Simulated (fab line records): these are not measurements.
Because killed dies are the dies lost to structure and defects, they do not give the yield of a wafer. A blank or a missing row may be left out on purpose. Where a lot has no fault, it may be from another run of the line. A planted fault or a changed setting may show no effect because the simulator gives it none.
The tool behind it: which one? / flow sky130 / 6 lots with 18 wafers sampled at 2 steps, on a route of 708 steps

WHAT EACH GAUGE READ, for each wafer
SKY_SONOS_ONO_THK_MEAS_05.
lot=L448; measured=day 12 06:29; on=film-metro-01; SONOS_ONO_CVD_04_THK (nm)=5.93 5.78 5.80
lot=L450; measured=day 12 21:50; on=film-metro-02; SONOS_ONO_CVD_04_THK (nm)=5.79 5.81 5.81
lot=L457; measured=day 15 01:53; on=film-metro-02; SONOS_ONO_CVD_04_THK (nm)=5.87 5.95 5.84
lot=L460; measured=day 16 04:25; on=film-metro-03; SONOS_ONO_CVD_04_THK (nm)=5.66 5.80 5.73
lot=L467; measured=day 18 15:51; on=film-metro-01; SONOS_ONO_CVD_04_THK (nm)=5.67 5.66 5.76
lot=L469; measured=day 19 16:47; on=film-metro-03; SONOS_ONO_CVD_04_THK (nm)=5.72 5.83 5.77

TOOL THAT RAN EACH LOT (tool first, then ch and the chambers of the sampled wafers, then the start)
lot=L448; SKY_FIELD_ISO_ETCH_17=rie-si-01 ch 0,2, day 2 14:01
lot=L450; SKY_FIELD_ISO_ETCH_17=rie-si-01 ch 0,1,3, day 3 03:06
lot=L457; SKY_FIELD_ISO_ETCH_17=rie-si-02 ch 0,1,3, day 4 13:30
lot=L460; SKY_FIELD_ISO_ETCH_17=rie-si-01 ch 1,3, day 5 07:50
lot=L467; SKY_FIELD_ISO_ETCH_17=rie-si-01 ch 1,3, day 6 18:29
lot=L469; SKY_FIELD_ISO_ETCH_17=rie-si-02 ch 0,1,2, day 7 04:46
- SKY_FIELD_ISO_ETCH_17: etches Si in HBr/Cl2/O2, target depth 342 nm, time 97.7 s.

THE ANSWER, worked out from the rows above alone
Rule: the lots themselves supply what counts as usual. Put in order of their means at a reading, lots are off if they are a third of the lots or fewer, leave a main group of 4 or more, and stand apart from it by a gap of 3 or more times the standard deviation of the main group's means; of several such gaps the widest counts. A main group whose means are all the same, to the digits that the tables above print for the reading, isn't used. Also off: a lot with no number at a reading for which 4 or more lots have one. All remaining lots with rows at the step are treated as sound.
Across all readings shown, no lot is off: no conclusion can be drawn from this.

WHAT WAS PUT IN BY THE SIMULATOR
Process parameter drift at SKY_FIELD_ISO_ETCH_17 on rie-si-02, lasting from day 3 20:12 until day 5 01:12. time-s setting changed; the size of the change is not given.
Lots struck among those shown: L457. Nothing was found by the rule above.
